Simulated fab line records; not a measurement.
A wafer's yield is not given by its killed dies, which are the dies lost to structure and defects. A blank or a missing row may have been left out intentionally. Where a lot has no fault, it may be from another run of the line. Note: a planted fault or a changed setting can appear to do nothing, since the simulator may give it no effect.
fab line records	flow sky130
record lots=13	wafers=39	last_day=50
route steps=708 shown FIELD_ISO@29 METAL4@599 PAD_OPEN@702
lots untouched by any fault: they come from a run of this same line in which no faults occurred
start_h: start of the lot's first displayed wafer, in hours after the record's first day	wait_h: how many hours have passed since the lot's step before this one	" unchanged from the row above	L1.1+2: one row covering several wafers at once	- value missing, or start not given	* or withheld: withheld	< > ~ a bound
route shown NAME@n: a module of which the file shows steps, and the number in the route of the first	usual: mean/standard deviation taken from wafers without a fault	same: alike in all rows	chamber/n: place in a boat	sites: each site's reading	_std_site: standard deviation of those values	_edge_site: mean of outer sites minus mean of inner sites	radius_mm: for every site, how far away it sits from the centre of the wafer	mask NAME#n: copy n	behind: the tool/chamber that last shaped the wafer	hold: the reason the lot was held/the length of the hold in hours/how it ended	device: the n, p or np transistor that did not switch	end of line: at the end of the route, the tests of the same wafers	a step without rows: its recipe alone	killed: count of dies lost to structure and defects at first sort (not the wafer's yield)	map: a wafer's dies, x killed, . not, _ none there
set.NAME: the setting that was run; set.NAME@STEP: the one run at that earlier step	model.NAME: the simulator's own value behind a step, which no gauge read
route steps across a sampled set of lots; one table per step, one row per wafer
services: the hour from which a tool's chamber was out of use, counted from the record's first day as start_h (under 0 if before that day), plus the number of hours and why
## steps
# step SKY_FIELD_ISO_WET_ETCH_28
# recipe chemistry=dHF	target_depth_nm=23.7	target=SiO2	dilution=10:1	temp_c=25	time_s=47
lot.wafer	tool	chamber	start_h	wait_h
L305.1+2+6	wet_bench-01	1	32.02	0.2
L306.2+3+6	wet_bench-02	1	39.62	0.2
L307.1+2+5	wet_bench-01	3	44.78	0.2
L314.2+4+5	wet_bench-01	3	83.54	0.1
L315.4+5+6	wet_bench-04	1	89.54	0.1
L316.1+3+4	wet_bench-04	3	94.60	0.1
L317.1+3+6	wet_bench-01	1	98.77	0.1
L319.1+3+4	wet_bench-02	1	108.41	0.1
L320.1+2+6	wet_bench-01	2	113.00	0.1
L321.2+4+5	wet_bench-01	3	115.86	0.1
L324.1+4+5	wet_bench-02	1	132.36	0.2
L325.2+3+5	wet_bench-01	0	136.70	0.1
L327.2+4+6	wet_bench-02	1	151.13	0.2
# step SKY_METAL4_SPUTTER_01
# recipe material=TiN	target_thk_nm=20	power_w=6500	time_s=16.7	chamber_pressure_pa=0.4
# usual chamber_pressure_pa=0.3999/0.00075	throttle_valve_pct=29.9/1
lot.wafer	tool	chamber	start_h	wait_h	chamber_pressure_pa	throttle_valve_pct
L305.1	pvd_sputter-02	-	922.15	0.0	0.3996	30.9
L305.2	"	-	"	"	0.3995	30.6
L305.6	"	-	"	"	0.3996	28.3
L306.2	pvd_sputter-04	-	935.76	0.0	0.4000	29.6
L306.3	"	-	"	"	0.4000	31.8
L306.6	"	-	"	"	0.4000	31.6
L307.1	pvd_sputter-04	-	947.42	0.0	0.4000	29.7
L307.2	"	-	"	"	0.3991	29.2
L307.5	"	-	"	"	0.3999	31.8
L314.2	pvd_sputter-04	-	999.08	0.0	0.4004	31.9
L314.4	"	-	"	"	0.4004	29.3
L314.5	"	-	"	"	0.4006	29.3
L315.4	pvd_sputter-02	-	1006.34	0.0	0.3989	30.6
L315.5	"	-	"	"	0.4000	29.9
L315.6	"	-	"	"	0.3988	30.2
L316.1	pvd_sputter-02	-	1012.62	0.0	0.4001	30.4
L316.3	"	-	"	"	0.4000	30.9
L316.4	"	-	"	"	0.3999	28.2
L317.1	pvd_sputter-04	-	1014.51	0.0	0.3988	31.8
L317.3	"	-	"	"	0.4006	29.5
L317.6	"	-	"	"	0.3999	29.4
L319.1	pvd_sputter-02	-	1026.67	0.0	0.4005	31.2
L319.3	"	-	"	"	0.3985	30.7
L319.4	"	-	"	"	0.3998	28.1
L320.1	pvd_sputter-03	-	1035.36	0.0	0.3999	29.0
L320.2	"	-	"	"	0.3995	30.4
L320.6	"	-	"	"	0.4012	30.6
L321.2	pvd_sputter-04	-	1035.61	0.0	0.3990	31.6
L321.4	"	-	"	"	0.3995	29.1
L321.5	"	-	"	"	0.4009	29.0
L324.1	pvd_sputter-02	-	1055.91	0.0	0.3994	30.5
L324.4	"	-	"	"	0.3992	28.5
L324.5	"	-	"	"	0.4002	30.6
L325.2	pvd_sputter-03	-	1065.46	0.0	0.4011	30.8
L325.3	"	-	"	"	0.4001	30.4
L325.5	"	-	"	"	0.4002	29.0
L327.2	pvd_sputter-03	-	1072.96	0.0	0.3990	31.1
L327.4	"	-	"	"	0.3995	29.1
L327.6	"	-	"	"	0.3999	29.0
# step SKY_METAL4_SPUTTER_02
# recipe material=AlCu	target_thk_nm=735	power_w=10600	time_s=39.1	chamber_pressure_pa=0.4
# usual chamber_pressure_pa=0.4001/0.00078	throttle_valve_pct=29.8/1
lot.wafer	tool	chamber	start_h	wait_h	chamber_pressure_pa	throttle_valve_pct
L305.1	pvd_sputter-02	-	922.18	0.0	0.3997	31.4
L305.2	"	-	"	"	0.3998	30.3
L305.6	"	-	"	"	0.4002	28.5
L306.2	pvd_sputter-04	-	935.78	0.0	0.3996	29.6
L306.3	"	-	"	"	0.4021	31.5
L306.6	"	-	"	"	0.3998	31.8
L307.1	pvd_sputter-04	-	947.45	0.0	0.3999	29.6
L307.2	"	-	"	"	0.4003	29.0
L307.5	"	-	"	"	0.4007	31.7
L314.2	pvd_sputter-04	-	999.10	0.0	0.4001	31.6
L314.4	"	-	"	"	0.4018	29.2
L314.5	"	-	"	"	0.4015	29.2
L315.4	pvd_sputter-02	-	1006.36	0.0	0.4007	30.4
L315.5	"	-	"	"	0.4003	30.2
L315.6	"	-	"	"	0.4013	30.2
L316.1	pvd_sputter-02	-	1012.65	0.0	0.3998	29.8
L316.3	"	-	"	"	0.4016	30.9
L316.4	"	-	"	"	0.4007	28.2
L317.1	pvd_sputter-04	-	1014.54	0.0	0.3998	31.6
L317.3	"	-	"	"	0.4002	29.6
L317.6	"	-	"	"	0.4005	29.4
L319.1	pvd_sputter-02	-	1026.70	0.0	0.4002	31.1
L319.3	"	-	"	"	0.4002	30.3
L319.4	"	-	"	"	0.3995	28.4
L320.1	pvd_sputter-03	-	1035.39	0.0	0.3990	29.0
L320.2	"	-	"	"	0.4003	30.4
L320.6	"	-	"	"	0.4006	30.4
L321.2	pvd_sputter-04	-	1035.63	0.0	0.3998	31.7
L321.4	"	-	"	"	0.3998	29.3
L321.5	"	-	"	"	0.3994	29.1
L324.1	pvd_sputter-02	-	1055.93	0.0	0.4012	30.3
L324.4	"	-	"	"	0.4012	28.4
L324.5	"	-	"	"	0.3998	30.6
L325.2	pvd_sputter-03	-	1065.48	0.0	0.4005	30.9
L325.3	"	-	"	"	0.3999	30.5
L325.5	"	-	"	"	0.4005	29.3
L327.2	pvd_sputter-03	-	1072.99	0.0	0.3996	31.0
L327.4	"	-	"	"	0.4002	28.8
L327.6	"	-	"	"	0.3993	29.2
# step SKY_PAD_OPEN_STRIP_08
# recipe chemistry=O2/N2	power_w=1400	pressure_mtorr=1500	platen_temp_c=withheld	overash_fraction=0.7	o2_flow_sccm=3000	n2_flow_sccm=300
# usual drypump_motor_current_A=5.6/0.4	oes_product_au=0.663/0.0044	strip_time_to_endpoint_s=37.07/0.094
lot.wafer	tool	chamber	start_h	wait_h	drypump_motor_current_A	oes_product_au	rf_hours_counter_h	strip_time_to_endpoint_s
L305.1	plasma_asher-04	0	1066.44	0.1	5.8	0.665	63	37.16
L305.2	"	1	"	"	6.0	0.663	63	37.19
L305.6	"	1	"	"	6.0	0.661	-	37.17
L306.2	plasma_asher-03	0	1076.98	0.1	4.9	0.670	1	37.25
L306.3	"	0	"	"	4.9	0.660	-	37.21
L306.6	"	0	"	"	4.9	0.658	-	37.09
L307.1	plasma_asher-02	1	1088.49	0.1	5.8	0.667	100	36.99
L307.2	"	0	"	"	5.7	0.667	100	37.13
L307.5	"	1	"	"	5.8	0.666	-	37.07
L314.2	plasma_asher-03	1	1131.38	0.1	5.8	0.662	6	36.96
L314.4	"	0	"	"	4.9	0.661	-	37.07
L314.5	"	1	"	"	5.8	0.667	-	37.03
L315.4	plasma_asher-04	0	1136.62	0.1	5.8	0.663	-	37.01
L315.5	"	1	"	"	6.0	0.673	-	36.96
L315.6	"	0	"	"	5.8	0.662	-	37.01
L316.1	plasma_asher-03	1	1141.88	0.1	5.8	0.652	7	37.21
L316.3	"	1	"	"	5.8	0.659	-	37.15
L316.4	"	0	"	"	4.9	0.668	-	37.13
L317.1	plasma_asher-04	1	1143.18	0.1	6.0	0.659	71	37.04
L317.3	"	1	"	"	6.0	0.666	-	37.06
L317.6	"	0	"	"	5.8	0.671	-	37.04
L319.1	plasma_asher-03	1	1153.43	0.1	5.8	0.658	8	37.02
L319.3	"	0	"	"	4.9	0.663	-	37.09
L319.4	"	1	"	"	5.8	0.663	-	37.05
L320.1	plasma_asher-02	1	1160.08	0.1	5.8	0.660	106	37.07
L320.2	"	0	"	"	5.7	0.660	106	36.91
L320.6	"	1	"	"	5.8	0.661	-	36.99
L321.2	plasma_asher-04	1	1160.43	0.1	6.0	0.657	72	37.03
L321.4	"	1	"	"	6.0	0.659	-	37.12
L321.5	"	0	"	"	5.8	0.658	-	37.04
L324.1	plasma_asher-04	1	1177.33	0.1	6.0	0.667	75	36.88
L324.4	"	1	"	"	6.0	0.665	-	36.86
L324.5	"	0	"	"	5.8	0.667	-	36.84
L325.2	plasma_asher-03	1	1185.23	0.1	5.8	0.657	12	36.92
L325.3	"	1	"	"	5.8	0.659	-	37.04
L325.5	"	1	"	"	5.8	0.661	-	36.90
L327.2	plasma_asher-04	1	1188.89	0.1	6.0	0.665	76	37.03
L327.4	"	1	"	"	6.0	0.663	-	37.05
L327.6	"	1	"	"	6.0	0.662	-	37.02
# step SKY_PAD_OPEN_PROBE_99
# usual killed_at_M0_to_M3=44/7.7	killed_at_M4_up=3.2/1.7	killed_at_contacts=24/5.3	killed_at_front_end=15/4.3	killed_at_other=0.3/0.57	killed_dies=87/11	killed_open=47/7.4	killed_short=40/6.5
# same gross_dies=492	killed_at_back_side=0
lot.wafer	tool	chamber	start_h	wait_h	hold	killed_at_M0_to_M3	killed_at_M4_up	killed_at_contacts	killed_at_front_end	killed_at_other	killed_dies	killed_open	killed_short
L305.1	prober-02	-	1068.65	0.1	-	51	2	27	5	1	86	48	38
L305.2	prober-02	-	1068.70	0.1	-	41	4	33	11	0	89	52	37
L305.6	prober-02	-	1068.90	0.2	-	51	5	22	11	0	89	48	41
L306.2	prober-01	-	1079.24	0.1	-	51	7	16	16	2	92	49	40
L306.3	prober-01	-	1079.29	0.2	-	61	2	25	11	0	99	50	48
L306.6	prober-01	-	1079.44	0.2	-	51	2	16	15	2	86	37	45
L307.1	prober-02	-	1090.73	0.1	-	43	2	25	14	0	84	43	41
L307.2	prober-02	-	1090.78	0.1	-	45	4	24	12	0	85	48	36
L307.5	prober-02	-	1090.93	0.2	-	42	3	23	13	1	82	42	39
L314.2	prober-01	-	1133.65	0.1	-	38	4	17	17	0	76	41	35
L314.4	prober-01	-	1133.75	0.2	-	50	6	23	20	0	99	53	46
L314.5	prober-01	-	1133.80	0.2	-	43	2	24	9	0	78	48	29
L315.4	prober-02	-	1138.97	0.2	await_dispo/8.1h/release	40	3	28	67	0	138	45	37
L315.5	prober-02	-	1139.02	0.2	await_dispo/8.1h/release	58	3	24	67	2	154	49	47
L315.6	prober-02	-	1139.07	0.2	await_dispo/8.1h/release	35	5	18	63	0	121	31	33
L316.1	prober-01	-	1144.20	0.1	await_dispo/2.5h/release	39	4	23	44	0	110	54	31
L316.3	prober-01	-	1144.30	0.2	await_dispo/2.5h/release	31	5	23	39	0	98	39	34
L316.4	prober-01	-	1144.35	0.2	await_dispo/2.5h/release	48	3	17	43	0	111	47	36
L317.1	prober-02	-	1145.80	0.1	-	41	4	24	21	0	90	46	44
L317.3	prober-02	-	1145.90	0.2	-	50	3	24	18	1	96	48	48
L317.6	prober-02	-	1146.05	0.2	-	46	3	16	23	0	88	38	50
L319.1	prober-01	-	1155.76	0.1	-	54	2	22	13	1	92	45	46
L319.3	prober-01	-	1155.86	0.2	-	48	3	32	21	1	105	60	45
L319.4	prober-01	-	1155.91	0.2	-	49	1	25	27	1	103	58	45
L320.1	prober-02	-	1162.29	0.1	-	43	3	23	19	1	89	41	48
L320.2	prober-02	-	1162.34	0.1	-	34	3	26	20	0	83	42	41
L320.6	prober-02	-	1162.54	0.2	-	42	5	17	12	0	76	43	33
L321.2	prober-01	-	1162.73	0.1	-	46	8	25	19	1	99	43	55
L321.4	prober-01	-	1162.83	0.2	-	53	9	22	7	0	91	52	39
L321.5	prober-01	-	1162.88	0.2	-	37	1	32	11	1	82	45	37
L324.1	prober-01	-	1179.55	0.1	-	42	3	31	16	1	93	55	36
L324.4	prober-01	-	1179.70	0.2	-	31	2	30	18	0	81	42	39
L324.5	prober-01	-	1179.75	0.2	-	46	3	21	20	0	90	47	43
L325.2	prober-02	-	1187.59	0.1	-	38	3	16	21	0	78	33	45
L325.3	prober-02	-	1187.64	0.2	-	49	0	16	21	0	86	40	46
L325.5	prober-02	-	1187.74	0.2	-	36	3	31	15	0	85	49	36
L327.2	prober-02	-	1191.15	0.1	-	66	3	24	12	0	105	62	43
L327.4	prober-02	-	1191.25	0.2	-	50	5	36	19	0	110	65	45
L327.6	prober-02	-	1191.35	0.2	-	57	2	31	24	1	115	67	48
# killed by level:class
L305.1 VIA1:geometric_particle:open=12 CONTACT:geometric_particle:open=9 LI_CONTACT:geometric_particle:open=7 VIA1:geometric_particle:short=7 METAL2:geometric_particle:short=7 VIA2:geometric_particle:short=6 LOCAL_INTERCONNECT:geometric_particle:short=5 VIA2:geometric_particle:open=5
L305.2 CONTACT:geometric_particle:open=15 VIA1:geometric_particle:open=9 LI_CONTACT:geometric_particle:open=7 METAL1:geometric_particle:short=6 VIA2:geometric_particle:open=6 LOCAL_INTERCONNECT:geometric_particle:short=5 VIA1:geometric_particle:short=5 FIELD_ISO:geometric_particle:short=4
L305.6 VIA1:geometric_particle:open=12 CONTACT:geometric_particle:open=8 LI_CONTACT:geometric_particle:open=7 METAL1:geometric_particle:short=7 VIA1:geometric_particle:short=7 VIA2:geometric_particle:short=5 VIA2:geometric_particle:open=5 VIA3:geometric_particle:open=5
L306.2 VIA1:geometric_particle:open=11 VIA2:geometric_particle:open=8 METAL2:geometric_particle:short=8 FIELD_ISO:geometric_particle:open=6 CONTACT:geometric_particle:open=6 VIA2:geometric_particle:short=6 VIA3:geometric_particle:open=6 POLY_GATE:geometric_particle:open=5
L306.3 VIA1:geometric_particle:open=14 VIA3:geometric_particle:open=8 CONTACT:geometric_particle:open=7 VIA1:geometric_particle:short=7 LI_CONTACT:geometric_particle:open=6 METAL2:geometric_particle:short=6 METAL3:geometric_particle:short=6 FIELD_ISO:geometric_particle:open=5
L306.6 VIA1:geometric_particle:open=12 METAL1:geometric_particle:short=9 METAL3:geometric_particle:short=8 VIA2:geometric_particle:open=7 CONTACT:geometric_particle:open=6 FIELD_ISO:geometric_particle:short=5 LOCAL_INTERCONNECT:geometric_particle:short=4 CONTACT:geometric_particle:short=4
L307.1 METAL1:geometric_particle:short=10 CONTACT:geometric_particle:open=9 VIA1:geometric_particle:open=8 LI_CONTACT:geometric_particle:open=6 METAL2:geometric_particle:short=5 CONTACT:geometric_particle:short=5 VIA2:geometric_particle:open=4 VIA1:geometric_particle:short=4
L307.2 VIA1:geometric_particle:open=10 CONTACT:geometric_particle:open=9 VIA3:geometric_particle:open=8 METAL1:geometric_particle:short=6 LI_CONTACT:geometric_particle:open=5 LOCAL_INTERCONNECT:geometric_particle:short=5 VIA1:geometric_particle:short=5 VIA2:geometric_particle:open=5
L307.5 CONTACT:geometric_particle:open=11 LI_CONTACT:geometric_particle:open=8 VIA1:geometric_particle:open=7 METAL2:geometric_particle:short=6 VIA2:geometric_particle:open=6 FIELD_ISO:geometric_particle:short=5 VIA3:geometric_particle:short=5 METAL1:geometric_particle:short=4
L314.2 VIA1:geometric_particle:open=8 VIA3:geometric_particle:open=8 LI_CONTACT:geometric_particle:open=7 CONTACT:geometric_particle:open=6 POLY_GATE:geometric_particle:short=5 FIELD_ISO:geometric_particle:short=4 VIA1:geometric_particle:short=4 VIA2:geometric_particle:open=4
L314.4 VIA1:geometric_particle:open=13 CONTACT:geometric_particle:short=8 METAL2:geometric_particle:short=8 VIA2:geometric_particle:open=8 CONTACT:geometric_particle:open=6 VIA3:geometric_particle:open=6 POLY_GATE:geometric_particle:open=5 LI_CONTACT:geometric_particle:open=5
L314.5 VIA1:geometric_particle:open=13 CONTACT:geometric_particle:open=9 VIA3:geometric_particle:open=8 LI_CONTACT:geometric_particle:open=8 VIA3:geometric_particle:short=4 CONTACT:geometric_particle:short=4 LI_CONTACT:geometric_particle:short=3 METAL1:geometric_particle:short=3
L315.4 FIELD_ISO:unspecified=56 VIA1:geometric_particle:open=14 CONTACT:geometric_particle:open=12 VIA2:geometric_particle:open=6 METAL1:geometric_particle:short=6 LOCAL_INTERCONNECT:geometric_particle:short=5 POLY_GATE:geometric_particle:short=4 LI_CONTACT:geometric_particle:short=4
L315.5 FIELD_ISO:unspecified=56 VIA1:geometric_particle:open=16 CONTACT:geometric_particle:open=8 METAL1:geometric_particle:short=7 VIA1:geometric_particle:short=7 VIA3:geometric_particle:open=5 LI_CONTACT:geometric_particle:open=5 METAL3:geometric_particle:short=5
L315.6 FIELD_ISO:unspecified=57 METAL1:geometric_particle:short=8 VIA1:geometric_particle:open=8 CONTACT:geometric_particle:open=5 VIA1:geometric_particle:short=5 VIA2:geometric_particle:open=5 METAL2:geometric_particle:short=4 LOCAL_INTERCONNECT:geometric_particle:short=4
L316.1 FIELD_ISO:unspecified=25 CONTACT:geometric_particle:open=11 FIELD_ISO:geometric_particle:open=9 VIA1:geometric_particle:open=9 VIA2:geometric_particle:open=7 LI_CONTACT:geometric_particle:open=4 LOCAL_INTERCONNECT:geometric_particle:short=4 METAL3:geometric_particle:short=4
L316.3 FIELD_ISO:unspecified=25 CONTACT:geometric_particle:open=11 FIELD_ISO:geometric_particle:short=5 METAL1:geometric_particle:short=5 VIA1:geometric_particle:open=5 VIA3:geometric_particle:open=5 LI_CONTACT:geometric_particle:open=4 CONTACT:geometric_particle:short=4
L316.4 FIELD_ISO:unspecified=28 VIA1:geometric_particle:open=14 VIA2:geometric_particle:open=8 FIELD_ISO:geometric_particle:short=6 VIA3:geometric_particle:open=6 METAL1:geometric_particle:short=5 FIELD_ISO:geometric_particle:open=4 LI_CONTACT:geometric_particle:open=4
L317.1 FIELD_ISO:geometric_particle:open=9 VIA3:geometric_particle:open=8 METAL2:geometric_particle:short=8 LI_CONTACT:geometric_particle:short=7 VIA1:geometric_particle:open=7 LI_CONTACT:geometric_particle:open=5 CONTACT:geometric_particle:short=5 VIA2:geometric_particle:open=4
L317.3 VIA3:geometric_particle:open=11 FIELD_ISO:geometric_particle:short=7 VIA2:geometric_particle:open=7 LI_CONTACT:geometric_particle:open=7 CONTACT:geometric_particle:open=6 VIA1:geometric_particle:open=6 METAL2:geometric_particle:short=5 VIA2:geometric_particle:short=5
L317.6 FIELD_ISO:geometric_particle:short=8 METAL1:geometric_particle:short=7 METAL2:geometric_particle:short=7 VIA1:geometric_particle:open=6 VIA3:geometric_particle:short=6 FIELD_ISO:geometric_particle:open=5 LOCAL_INTERCONNECT:geometric_particle:short=5 CONTACT:geometric_particle:open=5
L319.1 VIA1:geometric_particle:open=10 CONTACT:geometric_particle:open=7 METAL1:geometric_particle:short=7 VIA2:geometric_particle:short=7 VIA2:geometric_particle:open=7 VIA3:geometric_particle:open=7 LI_CONTACT:geometric_particle:open=6 VIA3:geometric_particle:short=6
L319.3 VIA1:geometric_particle:open=14 CONTACT:geometric_particle:open=11 LI_CONTACT:geometric_particle:open=8 METAL2:geometric_particle:short=7 VIA3:geometric_particle:open=7 POLY_GATE:geometric_particle:open=6 CONTACT:geometric_particle:short=6 FIELD_ISO:geometric_particle:open=4
L319.4 CONTACT:geometric_particle:open=11 VIA1:geometric_particle:open=11 VIA2:geometric_particle:open=11 FIELD_ISO:geometric_particle:open=7 METAL1:geometric_particle:short=7 FIELD_ISO:geometric_particle:short=5 POLY_GATE:geometric_particle:short=5 LI_CONTACT:geometric_particle:open=5
L320.1 VIA1:geometric_particle:open=8 VIA2:geometric_particle:open=8 METAL3:geometric_particle:short=7 FIELD_ISO:geometric_particle:short=6 LI_CONTACT:geometric_particle:short=6 LI_CONTACT:geometric_particle:open=6 METAL1:geometric_particle:short=5 CONTACT:geometric_particle:short=5
L320.2 CONTACT:geometric_particle:open=11 FIELD_ISO:geometric_particle:short=9 VIA1:geometric_particle:open=9 LI_CONTACT:geometric_particle:open=6 METAL2:geometric_particle:short=5 METAL1:geometric_particle:short=4 LOCAL_INTERCONNECT:geometric_particle:short=4 POLY_GATE:geometric_particle:open=3
L320.6 LI_CONTACT:geometric_particle:open=10 VIA1:geometric_particle:open=10 VIA2:geometric_particle:open=8 METAL1:geometric_particle:short=5 VIA1:geometric_particle:short=5 VIA3:geometric_particle:open=5 FIELD_ISO:geometric_particle:open=4 METAL4:geometric_particle:short=4
L321.2 CONTACT:geometric_particle:open=8 CONTACT:geometric_particle:short=7 VIA2:geometric_particle:open=7 METAL4:geometric_particle:short=7 METAL1:geometric_particle:short=6 VIA1:geometric_particle:open=6 FIELD_ISO:geometric_particle:open=5 LI_CONTACT:geometric_particle:open=5
L321.4 VIA3:geometric_particle:open=12 METAL1:geometric_particle:short=9 VIA1:geometric_particle:open=9 LI_CONTACT:geometric_particle:open=7 METAL4:geometric_particle:short=6 CONTACT:geometric_particle:open=5 CONTACT:geometric_particle:short=5 VIA1:geometric_particle:short=4
L321.5 CONTACT:geometric_particle:open=13 VIA1:geometric_particle:open=8 LI_CONTACT:geometric_particle:short=7 VIA2:geometric_particle:open=7 LOCAL_INTERCONNECT:geometric_particle:short=6 VIA2:geometric_particle:short=5 VIA3:geometric_particle:open=4 POLY_GATE:geometric_particle:short=3
L324.1 VIA1:geometric_particle:open=11 LI_CONTACT:geometric_particle:open=10 VIA3:geometric_particle:open=9 CONTACT:geometric_particle:open=8 VIA2:geometric_particle:open=7 METAL2:geometric_particle:short=7 CONTACT:geometric_particle:short=6 FIELD_ISO:geometric_particle:short=5
L324.4 CONTACT:geometric_particle:open=11 CONTACT:geometric_particle:short=7 VIA3:geometric_particle:open=7 LI_CONTACT:geometric_particle:short=5 VIA2:geometric_particle:open=5 POLY_GATE:geometric_particle:short=4 LOCAL_INTERCONNECT:geometric_particle:short=4 VIA1:geometric_particle:open=4
L324.5 CONTACT:geometric_particle:open=11 METAL1:geometric_particle:short=8 VIA3:geometric_particle:open=7 VIA1:geometric_particle:open=6 POLY_GATE:geometric_particle:open=5 LI_CONTACT:geometric_particle:open=5 VIA1:geometric_particle:short=5 VIA2:geometric_particle:open=5
L325.2 METAL1:geometric_particle:short=9 FIELD_ISO:geometric_particle:short=8 VIA1:geometric_particle:open=7 VIA3:geometric_particle:open=7 FIELD_ISO:geometric_particle:open=5 POLY_GATE:geometric_particle:short=5 LOCAL_INTERCONNECT:geometric_particle:short=5 METAL2:geometric_particle:short=5
L325.3 VIA1:geometric_particle:open=15 METAL2:geometric_particle:short=10 FIELD_ISO:geometric_particle:short=8 CONTACT:geometric_particle:open=7 VIA2:geometric_particle:short=6 POLY_GATE:geometric_particle:short=4 VIA2:geometric_particle:open=4 VIA3:geometric_particle:short=4
L325.5 VIA1:geometric_particle:open=9 VIA3:geometric_particle:open=8 FIELD_ISO:geometric_particle:open=7 LOCAL_INTERCONNECT:geometric_particle:short=7 CONTACT:geometric_particle:open=7 LI_CONTACT:geometric_particle:open=6 LI_CONTACT:geometric_particle:short=5 CONTACT:geometric_particle:short=4
L327.2 VIA1:geometric_particle:open=20 VIA2:geometric_particle:open=10 CONTACT:geometric_particle:open=9 METAL1:geometric_particle:short=7 VIA1:geometric_particle:short=7 LI_CONTACT:geometric_particle:open=6 METAL3:geometric_particle:short=6 METAL2:geometric_particle:short=6
L327.4 VIA1:geometric_particle:open=12 LI_CONTACT:geometric_particle:open=11 CONTACT:geometric_particle:open=9 VIA3:geometric_particle:open=8 LI_CONTACT:geometric_particle:short=6 CONTACT:geometric_particle:short=5 POLY_GATE:geometric_particle:short=5 POLY_GATE:geometric_particle:open=5
L327.6 VIA1:geometric_particle:open=15 LI_CONTACT:geometric_particle:open=13 VIA2:geometric_particle:open=11 METAL2:geometric_particle:short=7 CONTACT:geometric_particle:open=7 FIELD_ISO:geometric_particle:short=6 VIA3:geometric_particle:open=6 POLY_GATE:geometric_particle:short=5
## services
tool	chamber	start_h	hours	kind
pvd_sputter-04	-	50.90	2.3	repair
pvd_sputter-03	-	111.80	1.5	repair
plasma_asher-04	-	123.92	31.8	pm
plasma_asher-04	-	155.69	4.3	pm
pvd_sputter-02	-	165.43	2.4	repair
pvd_sputter-03	-	204.87	2.0	repair
pvd_sputter-03	-	247.30	6.6	repair
pvd_sputter-03	-	271.50	3.8	repair
pvd_sputter-02	-	295.46	5.7	repair
pvd_sputter-03	-	311.48	3.2	repair
wet_bench-01	-	435.45	4.4	pm
wet_bench-01	-	543.15	9.3	repair
pvd_sputter-04	-	655.05	2.6	repair
pvd_sputter-04	-	733.21	8.5	repair
wet_bench-01	-	784.95	1.9	pm
pvd_sputter-04	-	808.24	1.2	repair
pvd_sputter-04	-	823.10	12.2	repair
pvd_sputter-04	-	925.88	7.3	repair
pvd_sputter-02	-	945.25	1.4	repair
pvd_sputter-02	-	954.11	7.1	repair
pvd_sputter-04	-	1010.93	0.6	repair
pvd_sputter-04	-	1146.58	8.8	repair
pvd_sputter-02	-	1157.08	1.7	repair
wet_bench-01	-	1182.74	4.6	repair
## key
first_sign step=SKY_PAD_OPEN_PROBE_99	reading=killed_at_front_end	direction=up	sigmas=9	usual=15	struck=54
effect step=SKY_PAD_OPEN_PROBE_99	reading=killed_dies	direction=up	sigmas=3.2	usual=87	struck=122	wafers_moved=5
met_at SKY_FIELD_ISO_WET_ETCH_28
struck_lots L315,L316
tester_left_out L315,L316
not_acting_at SKY_METAL4_SPUTTER_01,SKY_METAL4_SPUTTER_02,SKY_PAD_OPEN_STRIP_08
fault kind=chamber_particle_source	tool=wet_bench-04	chamber=-	onset_h=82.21	steps=SKY_FIELD_ISO_WET_ETCH_28	rate_per_visit_cm2=1.0911	end_h=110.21
# tester_left_out: of these lots the tester's yield and bins aren't shown, on N5 and GAA mostly nor the transistor test; their killed dies are dies lost to structure and defects alone, not to doping, threshold or leakage, so they don't give the yield
